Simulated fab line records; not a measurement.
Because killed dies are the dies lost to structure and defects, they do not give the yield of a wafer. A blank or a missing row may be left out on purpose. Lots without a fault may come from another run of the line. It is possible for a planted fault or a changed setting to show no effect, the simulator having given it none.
Which tool is to blame?    flow sky130    13 lots with 39 wafers sampled at 4 steps, on a route of 708 steps

WHAT THE GAUGES SHOWED, per wafer
SKY_CONTACT_RS_MEAS_25: the measuring method here is four-point-probe.
lot   measured      on            CONTACT_W_RS (ohm/sq)
L320  day 31 19:59  filmMetro-04  0.337 0.335 0.336
L321  day 32 00:19  filmMetro-03  0.337 0.340 0.344
L325  day 32 21:55  filmMetro-01  0.336 0.339 0.341
L326  day 33 06:41  filmMetro-04  0.344 0.347 0.342
L327  day 34 03:09  filmMetro-04  0.338 0.341 0.336
L328  day 34 03:32  filmMetro-03  0.338 0.338 0.332
L330  day 34 14:07  filmMetro-04  0.340 0.339 0.338
L336  day 36 15:52  filmMetro-04  0.336 0.332 0.338
L337  day 37 02:03  filmMetro-04  0.335 0.340 0.335
L338  day 37 03:02  filmMetro-04  0.341 0.335 0.338
L339  day 37 11:59  filmMetro-03  0.343 0.342 0.333
L342  day 38 09:35  filmMetro-03  0.335 0.334 0.331
L343  day 39 00:43  filmMetro-01  0.333 0.337 0.336

WHICH TOOL RAN EACH LOT (tool, then ch and the chambers of the sampled wafers, then the start)
lot   SKY_FIELD_ISO_WET_ETCH_30      SKY_SD_N_RTA_14                  SKY_CONTACT_ETCH_16
L320  wetBench-01 ch 3, day 2 17:11  rtpAnneal-01 ch 0, day 28 03:53  rieDiel-03 ch 1,2,3, day 31 19:05
L321  wetBench-01 ch 2, day 2 17:11  rtpAnneal-02 ch 0, day 28 07:20  rieDiel-01 ch 0,1,3, day 31 23:25
L325  wetBench-03 ch 1, day 3 14:32  rtpAnneal-02 ch 0, day 29 06:17  rieDiel-03 ch 1,2,3, day 32 21:02
L326  wetBench-02 ch 3, day 3 19:02  rtpAnneal-01 ch 0, day 29 16:04  rieDiel-01 ch 0,1,2, day 33 05:47
L327  wetBench-03 ch 2, day 3 23:29  rtpAnneal-02 ch 0, day 30 12:27  rieDiel-01 ch 0,2, day 34 02:14
L328  wetBench-03 ch 0, day 4 04:40  rtpAnneal-01 ch 0, day 30 13:54  rieDiel-03 ch 0,1,2, day 34 02:35
L330  wetBench-02 ch 1, day 4 16:32  rtpAnneal-01 ch 0, day 31 01:41  rieDiel-01 ch 0,2,3, day 34 13:13
L336  wetBench-02 ch 2, day 6 01:26  rtpAnneal-01 ch 0, day 33 04:07  rieDiel-03 ch 0,3, day 36 14:53
L337  wetBench-02 ch 0, day 6 04:32  rtpAnneal-02 ch 0, day 33 15:02  rieDiel-02 ch 0,1,2, day 37 01:08
L338  wetBench-01 ch 0, day 6 12:41  rtpAnneal-01 ch 0, day 33 16:37  rieDiel-02 ch 0,1,2, day 37 02:08
L339  wetBench-01 ch 0, day 6 15:20  rtpAnneal-02 ch 0, day 34 01:50  rieDiel-02 ch 1,2, day 37 11:01
L342  wetBench-01 ch 3, day 7 05:52  rtpAnneal-01 ch 0, day 34 22:47  rieDiel-02 ch 0,3, day 38 08:40
L343  wetBench-03 ch 0, day 7 15:10  rtpAnneal-02 ch 0, day 35 15:47  rieDiel-01 ch 2,3, day 38 23:46
- SKY_FIELD_ISO_WET_ETCH_30: etches SiO2 in dHF, target depth 25 nm, time 50 s.
- SKY_SD_N_RTA_14: time 2 s.
- SKY_CONTACT_ETCH_16: etches BARC in N2/H2, stops on SiO2, time 45.9 s, target depth 60 nm.

AS READ BY THE TOOLS THEMSELVES (means over the sampled wafers that have a number; for cases with no such wafer, the mark the record gives instead)
SKY_FIELD_ISO_WET_ETCH_30.
lot   tool         runLengthS (s)
L320  wetBench-01  83
L321  wetBench-01  83
L325  wetBench-03  78
L326  wetBench-02  85
L327  wetBench-03  76
L328  wetBench-03  77
L330  wetBench-02  75
L336  wetBench-02  60
L337  wetBench-02  62
L338  wetBench-01  77
L339  wetBench-01  83
L342  wetBench-01  75
L343  wetBench-03  76

SKY_SD_N_RTA_14.
lot   tool          lampPowerPct (%)  wafer_temp_C_max
L320  rtpAnneal-01  15.77             1078.8
L321  rtpAnneal-02  15.76             1078.5
L325  rtpAnneal-02  15.73             1078.7
L326  rtpAnneal-01  15.79             1077.0
L327  rtpAnneal-02  15.73             1078.2
L328  rtpAnneal-01  15.73             1078.6
L330  rtpAnneal-01  15.73             1078.2
L336  rtpAnneal-01  15.78             1078.0
L337  rtpAnneal-02  15.69             1078.4
L338  rtpAnneal-01  15.72             1076.7
L339  rtpAnneal-02  15.73             1077.6
L342  rtpAnneal-01  15.80             1077.3
L343  rtpAnneal-02  15.74             1077.6

SKY_CONTACT_ETCH_16.
lot   tool        drypumpMotorCurrentA (A)  oesProductAu (a.u.)  runLengthS (s)  throttleValvePct (%)
L320  rieDiel-03  5.7                       0.855                74.3            13.224
L321  rieDiel-01  6.0                       0.856                74.3            13.214
L325  rieDiel-03  5.7                       0.854                74.3            13.227
L326  rieDiel-01  6.0                       0.851                74.0            13.228
L327  rieDiel-01  6.2                       0.852                74.1            13.220
L328  rieDiel-03  5.7                       0.852                74.0            13.227
L330  rieDiel-01  6.1                       0.854                74.7            13.223
L336  rieDiel-03  5.7                       0.853                74.4            13.224
L337  rieDiel-02  5.7                       0.854                74.1            13.220
L338  rieDiel-02  5.7                       0.852                73.9            13.231
L339  rieDiel-02  5.7                       0.856                74.2            13.224
L342  rieDiel-02  5.4                       0.856                73.7            13.222
L343  rieDiel-01  6.0                       0.850                74.3            13.222

THE ANSWER, worked out from the rows above alone
Rule: the lots themselves supply what counts as usual. The widest of any qualifying gaps counts: lots, ordered by their means at a reading, are off when they make up no more than a third of the lots, leave a main group of 4 or more, and stand apart from it by 3 or more times the standard deviation of that group's means. A main group whose means are all the same, to the digits that the tables above print for the reading, isn't used. A lot without any number at a reading at which 4 lots or more have one is off too. Any other lot the step has rows for is counted as sound. After the gauges, taken in route order, come the tools' own readings; for these a lot's mean is taken, as printed above. The first step at which some lot is off is used, and at that step the reading that is off furthest; a lot without a number counts as furthest.
Off: L336, L337, at SKY_FIELD_ISO_WET_ETCH_30 (runLengthS). Main group: mean 79 s, sd 3.6.
If a tool, at that step or one of the process steps before it, ran each lot that is off and ran no sound lot following the first of them, it fits. One fits: wetBench-02 at SKY_FIELD_ISO_WET_ETCH_30. Its last sound lot is L330 (day 4 16:32), its first lot that is off L336 (day 6 01:26): a fault that began between those two fits.

WHAT THE SIMULATOR PUT IN
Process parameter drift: wetBench-02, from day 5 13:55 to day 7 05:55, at SKY_FIELD_ISO_WET_ETCH_30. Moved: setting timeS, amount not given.
Struck lots among those shown: L336, L337. The rule given above showed the same thing.
